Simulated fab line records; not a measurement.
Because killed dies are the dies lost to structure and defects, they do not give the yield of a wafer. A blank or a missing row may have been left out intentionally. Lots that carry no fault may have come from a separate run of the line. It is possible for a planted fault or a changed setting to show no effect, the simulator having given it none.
Split-lot trial	flow sky130	on a route of 708 steps: 5 lots, 23 wafers read

## ABOUT THE SPLIT
At SKY_METAL4_COAT_08 (resist thk 1140 nm), the setting resistThkNm was moved away from the recipe's 1140 nm on 7 of the 23 wafers read, by +1.6% to +5.0%. All remaining wafers had this setting at the recipe value.

The reading comes from the split's own step.

## THE READING
KrF-thick_of_METAL4_COAT_08.thkNm (the simulator's own value, which no gauge read), in nm, at SKY_METAL4_COAT_08 (resist thk 1140 nm). There is no usual value for it anywhere in the file. Average 1142 nm, standard deviation 3.4 nm, over the 16 wafers here run with the recipe.

wafer	tool, chamber at the split	resistThkNm as run, nm	against the recipe	KrF-thick_of_METAL4_COAT_08.thkNm, nm	against lot-mates on the recipe
L075.1	lithoTrack-04, 0	1140	recipe	1144	-
L075.3	lithoTrack-04, 0	1140	recipe	1144	-
L075.2	lithoTrack-04, 0	1140	recipe	1146	-
L075.4	lithoTrack-04, 0	1140	recipe	1148	-
L075.5	lithoTrack-04, 0	1140	recipe	1147	-
L078.2	lithoTrack-04, 0	1140	recipe	1142	-
L078.3	lithoTrack-04, 0	1158	+1.6%	1163	+22
L078.4	lithoTrack-04, 0	1158	+1.6%	1155	+14
L078.5	lithoTrack-04, 0	1140	recipe	1141	-
L078.6	lithoTrack-04, 0	1158	+1.6%	1158	+16
L079.2	lithoTrack-04, 0	1140	recipe	1142	-
L079.3	lithoTrack-04, 0	1140	recipe	1141	-
L079.4	lithoTrack-04, 0	1140	recipe	1143	-
L079.5	lithoTrack-04, 0	1197	+5.0%	1202	+60
L079.6	lithoTrack-04, 0	1197	+5.0%	1200	+58
L080.2	lithoTrack-02, 0	1168	+2.5%	1161	+24
L080.3	lithoTrack-02, 0	1168	+2.5%	1168	+31
L080.4	lithoTrack-02, 0	1140	recipe	1138	-
L080.5	lithoTrack-02, 0	1140	recipe	1135	-
L080.6	lithoTrack-02, 0	1140	recipe	1137	-
L084.1	lithoTrack-03, 0	1140	recipe	1143	-
L084.6	lithoTrack-03, 0	1140	recipe	1143	-
L084.3	lithoTrack-03, 0	1140	recipe	1141	-

FIT RESULTS
A straight line over all 23 wafers: KrF-thick_of_METAL4_COAT_08.thkNm changes by +11.3 nm for each +1% of resistThkNm; r = +0.98; the points scatter about the line by 3.8 nm.
The same after taking each lot's own level away (the mean of its wafers on the recipe; 23 wafers): +11.7 nm for each +1%; r = +0.99; scatter 2 nm.
According to that fit, moving resistThkNm by its largest amount changes the reading by 58 nm.
From 1136.7 to 1145.8 nm: that is the span of the lots' own levels, equal to 2.7 times the standard deviation above.
Consequently the slope shifts little with the lot-to-lot level, the two slopes agreeing.
Check: +57.1 nm against its lot-mates is what the line predicts for one of the wafers moved furthest among these (+5.0%) when that wafer is left out of the fit. It came out at +60 nm against them.

## OTHER SPLITS ON THESE WAFERS
Other splits were also applied to these wafers ahead of the reading. Each is held against what the fit with the lots' levels taken away leaves over:
other split on the same wafers	wafers away from the commonest value	r with KrF-thick_of_METAL4_COAT_08.thkNm (lot level and that fit taken away)
SKY_VIA3_CVD_21 pressureTorr	15	+0.06
SKY_CAP2M_METAL_ETCH_13 icpW	10	-0.10

## FILE'S OWN FIT
KrF-thick_of_METAL4_COAT_08.thkNm changes by +11.7 nm for each +1% of resistThkNm, r = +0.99.
